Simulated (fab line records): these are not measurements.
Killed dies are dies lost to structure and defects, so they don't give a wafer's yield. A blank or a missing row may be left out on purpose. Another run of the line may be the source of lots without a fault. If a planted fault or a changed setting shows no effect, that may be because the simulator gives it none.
One fault seen from 2 desks -- flow gf180mcu -- numbers are kept per desk, each desk with only its own; the story behind them comes last

AT THE TOOL OWNER'S DESK: hdpcvd-01
The tool's own readings at GF_CONTACT_CVD_00 (deposits SiO2, target thk 300 nm, time 50 s): means of the sampled wafers that have a number, for each lot that ran on this tool. Marked OUT: a lot whose mean sits more than 4 standard deviations from the usual mean, which makes it out of limits; the brackets give that distance.
Columns: A = sih4FlowSccm at GF_CONTACT_CVD_00, usual 59.99 sccm
lot,first seen here,A
L643,day 15 14:33,60.24
L645,day 16 00:40,60.08
L646,day 16 14:58,60.13
L647,day 16 20:33,60.07
L649,day 18 00:03,39.90 (-99 or more) OUT
L660,day 21 16:49,59.94
L662,day 22 05:23,59.91
This desk's verdict: out of limits on L649, starting with L649 at day 18 00:03 (sih4FlowSccm at GF_CONTACT_CVD_00). L643, L645, L646, L647, L660, L662 stayed within limits.

THE METROLOGY DESK
Means of the sampled wafers that have a number, per lot and without regard to the tool the lot ran on: this is what the gauges read. Marked OUT: a lot whose mean sits more than 4 standard deviations from the usual mean, which makes it out of limits; the brackets give that distance.
Columns: A = PSD_OVL at GF_PSD_OVL_MEAS_08, usual -0.2 nm; B = PSD_TW at GF_PSD_TW_MEAS_11, usual 3171; C = CONTACT_CVD_00_THK at GF_CONTACT_THK_MEAS_01, usual 299.6 nm
lot,first seen here,A,B,C
L643,day 14 15:58,-0.2,3226,299.9
L645,day 15 01:37,0.3,3155,300.6
L646,day 15 14:30,1.0,3156,299.4
L647,day 15 20:46,0.6,3137,298.8
L649,day 16 23:17,-1.1,3142,197.7 (-35) OUT
L659,day 20 11:37,0.1,3221,297.9
L658,day 20 14:56,0.3,3223,303.7
L660,day 20 15:07,0.1,3157,296.1
L661,day 21 03:50,1.0,3131,298.9
L662,day 21 05:05,-0.7,3129,300.3
L663,day 21 18:46,-0.5,3137,298.8
L664,day 22 02:37,-0.2,3233,298.3
Per this desk, out of limits: L649; the first was L649, day 18 00:05 (CONTACT_CVD_00_THK at GF_CONTACT_THK_MEAS_01). L643, L645, L646, L647, L659, L658, L660, L661, L662, L663, L664 stayed within limits.

BROUGHT TOGETHER
The tool owner's desk had the chance to raise an alarm at day 18 00:03 on L649.
At day 18 00:05 the metrology desk could have sounded an alarm, on L649.
The lots listed all ran GF_CONTACT_CVD_00 on hdpcvd-01.

WHAT THE SIMULATOR PUT IN
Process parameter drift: hdpcvd-01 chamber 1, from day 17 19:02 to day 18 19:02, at GF_CONTACT_CVD_00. Setting sih4FlowSccm shifted by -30 from 60. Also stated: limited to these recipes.
Struck lots among those shown: L649.
Hours from the fault's start to each desk's first reading out of limits: the tool owner's desk, 5; the metrology desk, 5.
